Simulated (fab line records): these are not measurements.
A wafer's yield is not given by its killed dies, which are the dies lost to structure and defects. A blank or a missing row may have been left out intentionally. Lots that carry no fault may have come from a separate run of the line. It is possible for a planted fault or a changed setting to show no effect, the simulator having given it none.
What tool caused it? | flow sky130 | 24 lots, 72 wafers sampled, at 6 steps of a route of 708

## WHAT EACH GAUGE READ, for each wafer
SKY_POLY_GATE_CD_MEAS_13 targets a cd of 150 nm. Usual: cd_nm reads 149.4 nm (standard deviation 1.5).
lot  | measured     | on        | cd_nm (nm)        | flag
L074 | day 16 14:11 | cd_sem-01 | 148.4 148.8 148.3 |
L075 | day 16 14:26 | cd_sem-01 | 150.9 149.4 151.8 |
L076 | day 17 06:21 | cd_sem-02 | 148.1 147.8 146.8 |
L077 | day 17 15:42 | cd_sem-01 | 147.8 148.4 147.4 |
L078 | day 17 16:30 | cd_sem-02 | 150.9 150.9 152.3 |
L079 | day 18 12:00 | cd_sem-02 | 146.7 145.6 147.2 |
L080 | day 18 12:22 | cd_sem-01 | 148.1 149.3 148.0 |
L081 | day 19 16:44 | cd_sem-02 | 150.6 150.4 151.0 |
L082 | day 19 17:47 | cd_sem-01 | 151.3 152.1 150.6 |
L083 | day 19 21:33 | cd_sem-01 | 148.7 150.2 149.5 |
L084 | day 20 07:18 | cd_sem-02 | 147.8 148.9 148.1 |
L085 | day 20 19:59 | cd_sem-02 | 150.9 151.2 151.0 |
L086 | day 21 05:04 | cd_sem-01 | 149.3 147.2 147.4 |
L087 | day 21 10:44 | cd_sem-02 | 149.0 147.5 149.0 |
L088 | day 21 15:49 | cd_sem-01 | 149.2 149.0 149.1 |
L089 | day 21 23:31 | cd_sem-02 | 150.4 149.4 148.8 |
L090 | day 22 07:20 | cd_sem-02 | 150.0 151.6 151.6 |
L091 | day 22 18:09 | cd_sem-02 | 150.3 151.2 150.3 |
L092 | day 23 04:46 | cd_sem-01 | 149.0 149.5 149.4 |
L093 | day 23 11:55 | cd_sem-01 | 148.4 149.4 148.9 |
L094 | day 23 15:34 | cd_sem-02 | 150.5 148.7 149.2 |
L095 | day 23 21:36 | cd_sem-01 | 150.1 150.7 150.1 |
L096 | day 24 07:04 | cd_sem-01 | 148.8 148.0 149.5 |
L097 | day 24 15:07 | cd_sem-01 | 150.2 151.1 149.0 |

SKY_CONTACT_BOW_MEAS_05. Usual: CONTACT_BOW gives 83 um (standard deviation 7).
lot  | measured     | on            | CONTACT_BOW (um) | flag
L074 | day 30 12:53 | film_metro-01 | 87 73 78         |
L075 | day 30 14:01 | film_metro-03 | 80 88 86         |
L076 | day 31 07:11 | film_metro-01 | 86 87 83         |
L077 | day 31 13:34 | film_metro-03 | 89 89 91         |
L078 | day 31 15:58 | film_metro-02 | 75 77 83         |
L079 | day 32 13:57 | film_metro-03 | 77 96 75         |
L080 | day 32 09:07 | film_metro-03 | 84 89 94         |
L081 | day 33 11:31 | film_metro-02 | 81 84 92         |
L082 | day 33 13:10 | film_metro-02 | 89 89 85         |
L083 | day 33 15:23 | film_metro-01 | 69 68 79         |
L084 | day 33 22:58 | film_metro-03 | 84 76 81         |
L085 | day 34 10:48 | film_metro-01 | 76 85 67         |
L086 | day 34 18:23 | film_metro-02 | 85 84 90         |
L087 | day 35 00:04 | film_metro-02 | 89 87 84         |
L088 | day 35 01:21 | film_metro-03 | 83 82 79         |
L089 | day 35 09:50 | film_metro-03 | 79 91 90         |
L090 | day 35 15:51 | film_metro-03 | 89 86 93         |
L091 | day 36 00:32 | film_metro-03 | 83 85 77         |
L092 | day 36 11:52 | film_metro-03 | 84 80 74         |
L093 | day 36 17:58 | film_metro-03 | 73 78 77         |
L094 | day 36 18:47 | film_metro-03 | 81 90 90         |
L095 | day 37 01:08 | film_metro-02 | 79 95 97         |
L096 | day 37 06:08 | film_metro-02 | 77 84 88         |
L097 | day 37 18:33 | film_metro-03 | 90 77 82         |

SKY_VIA1_CD_MEAS_12 targets a cd of 150 nm. Usual: cd_nm reads 150.4 nm (standard deviation 1.6).
lot  | measured     | on        | cd_nm (nm)        | flag
L074 | day 34 01:10 | cd_sem-02 | 150.4 152.1 150.3 |
L075 | day 34 02:21 | cd_sem-02 | 150.5 151.4 151.6 |
L076 | day 34 18:26 | cd_sem-02 | 148.2 149.9 148.3 |
L077 | day 35 00:03 | cd_sem-02 | 152.3 151.8 151.5 |
L078 | day 35 02:30 | cd_sem-01 | 151.4 150.9 152.4 |
L079 | day 36 00:27 | cd_sem-01 | 150.5 149.6 148.1 |
L080 | day 35 21:17 | cd_sem-02 | 150.0 151.5 149.9 |
L081 | day 36 23:02 | cd_sem-01 | 148.8 151.0 150.0 |
L082 | day 36 23:48 | cd_sem-02 | 150.0 150.1 149.8 |
L083 | day 37 01:07 | cd_sem-02 | 150.6 149.1 149.5 |
L084 | day 37 09:53 | cd_sem-01 | 147.8 149.3 148.3 |
L085 | day 37 20:25 | cd_sem-01 | 150.8 149.4 151.5 |
L086 | day 38 04:34 | cd_sem-02 | 149.8 147.5 150.6 |
L087 | day 38 09:15 | cd_sem-02 | 149.7 149.9 151.2 |
L088 | day 38 10:36 | cd_sem-02 | 149.9 149.3 150.5 |
L089 | day 38 19:07 | cd_sem-01 | 148.8 149.3 148.6 |
L090 | day 39 00:56 | cd_sem-01 | 152.3 150.2 151.6 |
L091 | day 39 08:25 | cd_sem-02 | 147.0 147.8 148.9 |
L092 | day 39 18:11 | cd_sem-02 | 149.2 150.6 148.7 |
L093 | day 40 00:44 | cd_sem-02 | 152.5 153.4 152.9 |
L094 | day 40 02:26 | cd_sem-02 | 152.3 153.9 152.0 |
L095 | day 40 06:49 | cd_sem-02 | 151.6 153.2 151.5 |
L096 | day 40 13:11 | cd_sem-01 | 149.1 150.4 150.6 |
L097 | day 40 23:58 | cd_sem-01 | 151.5 152.1 151.9 |

## WHAT TOOL EACH LOT RAN ON (gives the tool, then ch and the chambers of the sampled wafers, and finally the start)
lot  | SKY_CONTACT_CVD_00              | SKY_METAL1_ETCH_18                | SKY_VIA1_CMP_02
L074 | pecvd-01 ch 0,1,2, day 30 12:22 | rie_metal-02 ch 0,1, day 32 21:11 | cmp-02 ch 0,1,3, day 32 22:09
L075 | pecvd-04 ch 1,2, day 30 13:29   | rie_metal-01 ch 0,1, day 32 22:29 | cmp-01 ch 0,1,3, day 32 23:24
L076 | pecvd-01 ch 0,1, day 31 06:27   | rie_metal-01 ch 0,1, day 33 15:06 | cmp-02 ch 0,2, day 33 16:01
L077 | pecvd-01 ch 0,2, day 31 13:02   | rie_metal-04 ch 0,1, day 33 20:51 | cmp-01 ch 1,2,3, day 33 21:52
L078 | pecvd-04 ch 0,1,2, day 31 15:26 | rie_metal-02 ch 0,1, day 33 22:37 | cmp-02 ch 0,2, day 33 23:37
L079 | pecvd-04 ch 0,1, day 32 13:25   | rie_metal-02 ch 0,1, day 34 20:35 | cmp-02 ch 1,2,3, day 34 21:33
L080 | pecvd-01 ch 0,1,2, day 32 08:33 | rie_metal-01 ch 0, day 34 17:23   | cmp-02 ch 0,2, day 34 18:27
L081 | pecvd-01 ch 0,1, day 33 10:58   | rie_metal-01 ch 0,1, day 35 19:11 | cmp-02 ch 1,2,3, day 35 20:20
L082 | pecvd-03 ch 1,2, day 33 12:35   | rie_metal-04 ch 0,1, day 35 20:09 | cmp-02 ch 0,1, day 35 21:11
L083 | pecvd-04 ch 0,1, day 33 14:52   | rie_metal-02 ch 1, day 35 21:41   | cmp-02 ch 1,2,3, day 35 22:47
L084 | pecvd-04 ch 0,1, day 33 22:26   | rie_metal-01 ch 0, day 36 06:39   | cmp-02 ch 0,1,2, day 36 07:37
L085 | pecvd-01 ch 0,1,2, day 34 10:06 | rie_metal-04 ch 0,1, day 36 17:19 | cmp-02 ch 1,3, day 36 18:16
L086 | pecvd-04 ch 1,2, day 34 17:50   | rie_metal-01 ch 0,1, day 37 00:31 | cmp-01 ch 1,2, day 37 01:29
L087 | pecvd-01 ch 0,1,2, day 34 23:31 | rie_metal-02 ch 0,1, day 37 06:08 | cmp-02 ch 0,2,3, day 37 07:11
L088 | pecvd-03 ch 0,1,2, day 35 00:47 | rie_metal-04 ch 0,1, day 37 07:39 | cmp-01 ch 0,1, day 37 08:38
L089 | pecvd-01 ch 0,1,2, day 35 09:18 | rie_metal-04 ch 0,1, day 37 16:25 | cmp-02 ch 1,2,3, day 37 17:23
L090 | pecvd-04 ch 1,2, day 35 15:19   | rie_metal-02 ch 0,1, day 37 22:06 | cmp-02 ch 0,2,3, day 37 23:31
L091 | pecvd-04 ch 0,1,2, day 36 00:00 | rie_metal-02 ch 0,1, day 38 06:35 | cmp-01 ch 0,2,3, day 38 07:30
L092 | pecvd-03 ch 1,2, day 36 11:10   | rie_metal-04 ch 0,1, day 38 16:21 | cmp-02 ch 0,3, day 38 17:16
L093 | pecvd-01 ch 1,2, day 36 17:27   | rie_metal-02 ch 0,1, day 38 22:48 | cmp-01 ch 2,3, day 38 23:47
L094 | pecvd-03 ch 0,1,2, day 36 18:14 | rie_metal-02 ch 0,1, day 39 00:10 | cmp-01 ch 0,1,3, day 39 01:37
L095 | pecvd-03 ch 0,1,2, day 37 00:28 | rie_metal-01 ch 0,1, day 39 05:47 | cmp-02 ch 0,1,2, day 39 06:49
L096 | pecvd-01 ch 0,2, day 37 05:35   | rie_metal-02 ch 0,1, day 39 11:20 | cmp-01 ch 0,1,2, day 39 12:23
L097 | pecvd-04 ch 1,2, day 37 18:01   | rie_metal-02 ch 0,1, day 39 22:01 | cmp-02 ch 1,2,3, day 39 23:13
- SKY_CONTACT_CVD_00: deposits Si3N4, target thk 75 nm.
- SKY_METAL1_ETCH_18: etches BARC in N2/H2, stops on SiO2, time 45.9 s, target depth 60 nm.
- SKY_VIA1_CMP_02: polishes SiO2.

## WHAT THE TOOLS THEMSELVES READ (means of the sampled wafers that have a number; where no wafer has one, the mark that the record gives instead)
SKY_CONTACT_CVD_00. Usual: heater_power_w reads 695 W (standard deviation 100).
lot  | tool     | heater_power_w (W) | flag
L074 | pecvd-01 | 706                |
L075 | pecvd-04 | 544                |
L076 | pecvd-01 | 683                |
L077 | pecvd-01 | 610                |
L078 | pecvd-04 | 671                |
L079 | pecvd-04 | 658                |
L080 | pecvd-01 | 672                |
L081 | pecvd-01 | 731                |
L082 | pecvd-03 | 781                |
L083 | pecvd-04 | 740                |
L084 | pecvd-04 | 789                |
L085 | pecvd-01 | 681                |
L086 | pecvd-04 | 597                |
L087 | pecvd-01 | 686                |
L088 | pecvd-03 | 736                |
L089 | pecvd-01 | 691                |
L090 | pecvd-04 | 601                |
L091 | pecvd-04 | 690                |
L092 | pecvd-03 | 786                |
L093 | pecvd-01 | 720                |
L094 | pecvd-03 | 773                |
L095 | pecvd-03 | 760                |
L096 | pecvd-01 | 632                |
L097 | pecvd-04 | 632                |

SKY_METAL1_ETCH_18. Usual: drypump_motor_current_A 6.0 A, standard deviation 0.37; oes_product_au 0.854 a.u., standard deviation 0.0044; throttle_valve_pct 13.223 %, standard deviation 0.009.
lot  | tool         | drypump_motor_current_A (A) | oes_product_au (a.u.) | throttle_valve_pct (%) | flag
L074 | rie_metal-02 | 5.8                         | 0.857                 | 13.224                 |
L075 | rie_metal-01 | 5.8                         | 0.855                 | 13.224                 |
L076 | rie_metal-01 | 6.2                         | 0.852                 | 13.226                 |
L077 | rie_metal-04 | 6.1                         | 0.853                 | 13.225                 |
L078 | rie_metal-02 | 5.8                         | 0.859                 | 13.226                 |
L079 | rie_metal-02 | 5.8                         | 0.853                 | 13.230                 |
L080 | rie_metal-01 | 5.4                         | 0.859                 | 13.230                 |
L081 | rie_metal-01 | 6.2                         | 0.855                 | 13.226                 |
L082 | rie_metal-04 | 6.2                         | 0.855                 | 13.219                 |
L083 | rie_metal-02 | 5.7                         | 0.853                 | 13.217                 |
L084 | rie_metal-01 | 5.4                         | 0.854                 | 13.222                 |
L085 | rie_metal-04 | 6.2                         | 0.856                 | 13.224                 |
L086 | rie_metal-01 | 6.2                         | 0.853                 | 13.225                 |
L087 | rie_metal-02 | 6.0                         | 0.854                 | 13.215                 |
L088 | rie_metal-04 | 6.2                         | 0.853                 | 13.230                 |
L089 | rie_metal-04 | 6.2                         | 0.852                 | 13.226                 |
L090 | rie_metal-02 | 5.9                         | 0.857                 | 13.217                 |
L091 | rie_metal-02 | 5.8                         | 0.854                 | 13.218                 |
L092 | rie_metal-04 | 6.2                         | 0.858                 | 13.225                 |
L093 | rie_metal-02 | 6.0                         | 0.849                 | 13.230                 |
L094 | rie_metal-02 | 6.0                         | 0.856                 | 13.224                 |
L095 | rie_metal-01 | 5.8                         | 0.851                 | 13.227                 |
L096 | rie_metal-02 | 6.0                         | 0.850                 | 13.219                 |
L097 | rie_metal-02 | 5.9                         | 0.852                 | 13.225                 |

SKY_VIA1_CMP_02. Usual: motor_current_A 11.9 A, standard deviation 1.2; platen_rpm 60.00 rpm, standard deviation 0.036.
lot  | tool   | motor_current_A (A) | platen_rpm (rpm) | flag
L074 | cmp-02 | 12.4                | 59.98            |
L075 | cmp-01 | 11.4                | 59.99            |
L076 | cmp-02 | 11.4                | 59.99            |
L077 | cmp-01 | 10.7                | 60.00            |
L078 | cmp-02 | 11.4                | 60.03            |
L079 | cmp-02 | 12.6                | 59.99            |
L080 | cmp-02 | 11.7                | 60.02            |
L081 | cmp-02 | 12.9                | 60.03            |
L082 | cmp-02 | 11.5                | 60.04            |
L083 | cmp-02 | 12.5                | 60.01            |
L084 | cmp-02 | 11.9                | 60.01            |
L085 | cmp-02 | 12.2                | 59.99            |
L086 | cmp-01 | 10.8                | 60.00            |
L087 | cmp-02 | 12.4                | 60.01            |
L088 | cmp-01 | 12.1                | 59.99            |
L089 | cmp-02 | 12.8                | 59.98            |
L090 | cmp-02 | 12.5                | 59.96            |
L091 | cmp-01 | 11.2                | 60.01            |
L092 | cmp-02 | 12.4                | 60.03            |
L093 | cmp-01 | 11.0                | 59.98            |
L094 | cmp-01 | 11.5                | 59.99            |
L095 | cmp-02 | 11.7                | 60.02            |
L096 | cmp-01 | 11.5                | 59.98            |
L097 | cmp-02 | 12.7                | 60.02            |

## THE ANSWER, worked out from the rows above alone
Rule: take the mean of a lot's wafers that have a number; if it is more than 3 standard deviations from the usual mean, the lot is off. Also off: a lot with no number at a reading for which 4 or more lots have one. Any other lot the step has rows for is counted as sound. After the gauges, taken in route order, come the tools' own readings; for these a lot's mean is taken, as printed above. At the first step where some lot is off, the reading lying furthest off is the one used; lots without a number count as furthest.
Across all readings shown, no lot is off: no conclusion can be drawn from this.

## WHAT THE SIMULATOR PUT IN
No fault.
